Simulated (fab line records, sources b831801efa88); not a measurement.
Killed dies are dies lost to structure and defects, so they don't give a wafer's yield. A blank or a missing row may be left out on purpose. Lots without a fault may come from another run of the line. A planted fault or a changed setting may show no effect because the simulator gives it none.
Which tool did it? | flow gf180mcu | 12 lots, 36 wafers sampled, at 1 step of a route of 602

WHAT THE GAUGES READ, wafer by wafer
GF_SALICIDE_THK_MEAS_05: measures by xrf.
lot  | measured     | on            | SALICIDE_TIN_THK (nm)
L075 | day 15 09:07 | film_metro-01 | 20.77 20.78 20.51
L077 | day 16 04:31 | film_metro-01 | 20.39 20.23 20.18
L079 | day 16 19:49 | film_metro-04 | 20.87 20.33 20.46
L081 | day 17 14:44 | film_metro-01 | 20.42 20.72 20.34
L083 | day 18 12:05 | film_metro-01 | 20.24 20.23 20.48
L085 | day 18 19:41 | film_metro-02 | 20.50 20.15 20.62
L087 | day 19 19:09 | film_metro-01 | 20.85 20.40 20.60
L089 | day 20 17:18 | film_metro-02 | 20.40 20.17 20.47
L091 | day 21 16:14 | film_metro-01 | 21.16 21.16 20.95
L093 | day 22 14:55 | film_metro-02 | 20.21 20.15 19.86
L095 | day 22 20:59 | film_metro-02 | 20.43 20.03 20.03
L097 | day 23 12:15 | film_metro-01 | 21.04 21.09 20.77

WHICH TOOL RAN EACH LOT (tool, then ch and the chambers of the sampled wafers, then the start)
The record holds no process step before these readings.

THE ANSWER, worked out from the rows above alone
Rule: what is usual is taken from the lots themselves. Put in order of their means at a reading, lots are off if they are a third of the lots or fewer, leave a main group of 4 or more, and stand apart from it by a gap of 3 or more times the standard deviation of the main group's means; of several such gaps the widest counts. A main group whose means are all the same, to the digits that the tables above print for the reading, isn't used. A lot without any number at a reading at which 4 lots or more have one is off too. The other lots that the step has rows for count as sound.
No lot is off at any reading shown: from this, nothing can be told.

WHAT THE SIMULATOR HAD PUT IN
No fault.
